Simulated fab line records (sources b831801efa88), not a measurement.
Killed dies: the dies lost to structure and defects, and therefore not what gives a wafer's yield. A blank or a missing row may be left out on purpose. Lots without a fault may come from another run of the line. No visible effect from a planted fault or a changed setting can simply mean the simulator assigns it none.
Which tool is to blame? / flow gf180mcu / 12 lots, 36 wafers sampled, at 3 steps of a route of 602

== WHAT THE GAUGES SHOWED, per wafer ==
GF_V1_THK_MEAS_25: measures by xrf.
lot=L075; measured=day 18 11:11; on=film_metro-01; V1_W_THK (nm)=348 354 355
lot=L077; measured=day 19 01:46; on=film_metro-02; V1_W_THK (nm)=349 349 348
lot=L079; measured=day 20 06:49; on=film_metro-02; V1_W_THK (nm)=346 351 346
lot=L081; measured=day 20 23:25; on=film_metro-03; V1_W_THK (nm)=345 345 344
lot=L083; measured=day 22 02:38; on=film_metro-01; V1_W_THK (nm)=353 356 352
lot=L086; measured=day 22 19:12; on=film_metro-01; V1_W_THK (nm)=342 344 343
lot=L087; measured=day 23 11:18; on=film_metro-03; V1_W_THK (nm)=348 350 351
lot=L089; measured=day 23 19:38; on=film_metro-01; V1_W_THK (nm)=346 342 343
lot=L091; measured=day 24 16:22; on=film_metro-03; V1_W_THK (nm)=349 348 343
lot=L094; measured=day 25 08:15; on=film_metro-02; V1_W_THK (nm)=347 349 344
lot=L095; measured=day 25 16:43; on=film_metro-01; V1_W_THK (nm)=353 353 346
lot=L097; measured=day 26 03:12; on=film_metro-03; V1_W_THK (nm)=349 360 351

== WHICH TOOL RAN EACH LOT (tool, then ch and the chambers of the sampled wafers, then the start) ==
lot=L075; GF_M1_STRIP_17=plasma_asher-02 ch 0,1, day 17 09:46; GF_V1_SPUTTER_21=pvd_sputter-01, day 18 10:52
lot=L077; GF_M1_STRIP_17=plasma_asher-01 ch 0,1, day 17 23:32; GF_V1_SPUTTER_21=pvd_sputter-01, day 19 01:26
lot=L079; GF_M1_STRIP_17=plasma_asher-02 ch 0,1, day 19 04:29; GF_V1_SPUTTER_21=pvd_sputter-01, day 20 06:28
lot=L081; GF_M1_STRIP_17=plasma_asher-02 ch 0,1, day 19 21:08; GF_V1_SPUTTER_21=pvd_sputter-01, day 20 23:05
lot=L083; GF_M1_STRIP_17=plasma_asher-01 ch 0,1, day 21 00:46; GF_V1_SPUTTER_21=pvd_sputter-01, day 22 02:19
lot=L086; GF_M1_STRIP_17=plasma_asher-04 ch 0,1, day 21 17:41; GF_V1_SPUTTER_21=pvd_sputter-01, day 22 18:50
lot=L087; GF_M1_STRIP_17=plasma_asher-02 ch 0,1, day 22 09:41; GF_V1_SPUTTER_21=pvd_sputter-01, day 23 10:58
lot=L089; GF_M1_STRIP_17=plasma_asher-01 ch 0,1, day 22 18:50; GF_V1_SPUTTER_21=pvd_sputter-04, day 23 19:19
lot=L091; GF_M1_STRIP_17=plasma_asher-01 ch 0,1, day 23 13:56; GF_V1_SPUTTER_21=pvd_sputter-02, day 24 16:00
lot=L094; GF_M1_STRIP_17=plasma_asher-02 ch 0,1, day 24 07:28; GF_V1_SPUTTER_21=pvd_sputter-01, day 25 07:55
lot=L095; GF_M1_STRIP_17=plasma_asher-04 ch 0,1, day 24 16:01; GF_V1_SPUTTER_21=pvd_sputter-04, day 25 16:23
lot=L097; GF_M1_STRIP_17=plasma_asher-04 ch 0,1, day 25 03:28; GF_V1_SPUTTER_21=pvd_sputter-04, day 26 02:50
- GF_M1_STRIP_17: strips in O2/N2.
- GF_V1_SPUTTER_21: material Ti, target thk 15 nm, time 80.02 s.

== THE ANSWER, worked out from the rows above alone ==
Rule: usual is defined by the lots themselves. Put in order of their means at a reading, lots are off if they are a third of the lots or fewer, leave a main group of 4 or more, and stand apart from it by a gap of 3 or more times the standard deviation of the main group's means; of several such gaps the widest counts. Not used: any main group whose means are identical at the precision the tables above print for the reading. A lot without any number at a reading at which 4 lots or more have one is off too. All remaining lots with rows at the step are treated as sound.
No lot is off on any of the readings shown, so nothing can be concluded from this.

== WHAT HAD BEEN PUT IN BY THE SIMULATOR ==
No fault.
